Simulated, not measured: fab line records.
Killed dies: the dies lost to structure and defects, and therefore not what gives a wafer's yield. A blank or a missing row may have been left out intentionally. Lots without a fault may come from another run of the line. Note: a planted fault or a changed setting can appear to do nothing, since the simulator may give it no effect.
Code-filled problem report in 8D (eight disciplines) form | flow sky130 | the parts of the form that need people (team, actions taken, sign-off) are left out

1. WHAT IS WRONG
Across 2 wafers from 2 lots, LI_CONTACT_W_RS at SKY_LI_CONTACT_RS_MEAS_22 averages 0.264 ohm/sq, while fault-free wafers read 0.283 ohm/sq with a standard deviation of 0.0038. That is -5.0 standard deviations from the usual mean.
The step: measures by four-point-probe.
First seen on wafer L721.4, day 34 10:56, on filmMetro-04. The record holds 35 wafers of 12 lots with a number at this step. Rule for "out", or "out of limits": more than 4 standard deviations from the usual mean. All remaining wafers that have a number are taken as sound.

2. WHAT IT IS; WHAT IT IS NOT
question                    | is                | is not
which readings at this step | LI_CONTACT_W_RS   | -
which lots                  | L721, L723        | L711, L712, L713, L714, L715, L719, L726, L727, L732, L733
which wafers of those lots  | L721.4, L723.4    | L721.2, L721.3, L723.3
read on which gauges        | filmMetro-04      | filmMetro-02, filmMetro-03
when                        | from day 34 10:56 | up to then (17 sound wafers); but 16 sound wafers of L719, L723, L726, L727, L732, L733 came after

3. THE SUSPECTS, EACH WITH WHAT RULES IT OUT
Counting: a tool at a process step up to the reading stays a suspect if it ran every lot that is out. Sound lots after the first of them don't rule it out here, since some wafers of a struck lot are sound.
- the gauge at SKY_LI_CONTACT_RS_MEAS_22: kept. All the wafers that are out were read on filmMetro-04, and no step on other tools shows them out.
- cvdW-02 at SKY_LI_CONTACT_CVD_21 (deposits W, target thk 400 nm, time 120.56 s): kept. It ran every lot that is out, first L721 (day 34 10:47); its last sound lot up to then is L714 (day 30 19:20).
- Within cvdW-02 at SKY_LI_CONTACT_CVD_21, the wafers that are out were processed in chamber 0 and their sound lot-mates in chamber 1.
The count leaves filmMetro-04 at SKY_LI_CONTACT_RS_MEAS_22 and cvdW-02 at SKY_LI_CONTACT_CVD_21.

4. THE CAUSE (what the simulator had put in)
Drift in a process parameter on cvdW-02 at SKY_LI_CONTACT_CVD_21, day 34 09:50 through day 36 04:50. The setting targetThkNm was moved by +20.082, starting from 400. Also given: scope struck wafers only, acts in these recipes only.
This tool is one of the 2 suspects left after counting.

5. THE CHAIN OF EFFECTS, in route order
One row per reading whose mean, taken over the struck wafers that have a number, lies over 3 standard deviations from the usual. Only readings whose record carries a usual standard deviation are examined. hours: median over the lots of the time between each lot's start at the first step of this table that gives one and its start at this step. sigmas: the change, counted in usual standard deviations.
hours | step                       | reading          | usual        | on struck wafers | change | sigmas
0     | SKY_LI_CONTACT_RS_MEAS_22  | LI_CONTACT_W_RS  | 0.283 ohm/sq | 0.264            | -0.019 | -5.0
0     | SKY_LI_CONTACT_THK_MEAS_23 | LI_CONTACT_W_THK | 395 nm       | 422              | +28    | +3.6

6. WHAT WOULD HAVE CAUGHT IT SOONER
In this record the first reading out of limits at a measuring or inspecting step was taken at day 34 10:56, 1 hour after the fault began at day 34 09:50.
An alarm limit of 4 standard deviations would not have fired on the tool readings at SKY_LI_CONTACT_CVD_21 for which the record gives a usual standard deviation, since none of them was out on any struck wafer.
Of the lots that are out (2), L723 began SKY_LI_CONTACT_CVD_21 on cvdW-02 after day 34 10:56. A hold on the tool at that time would have spared it.
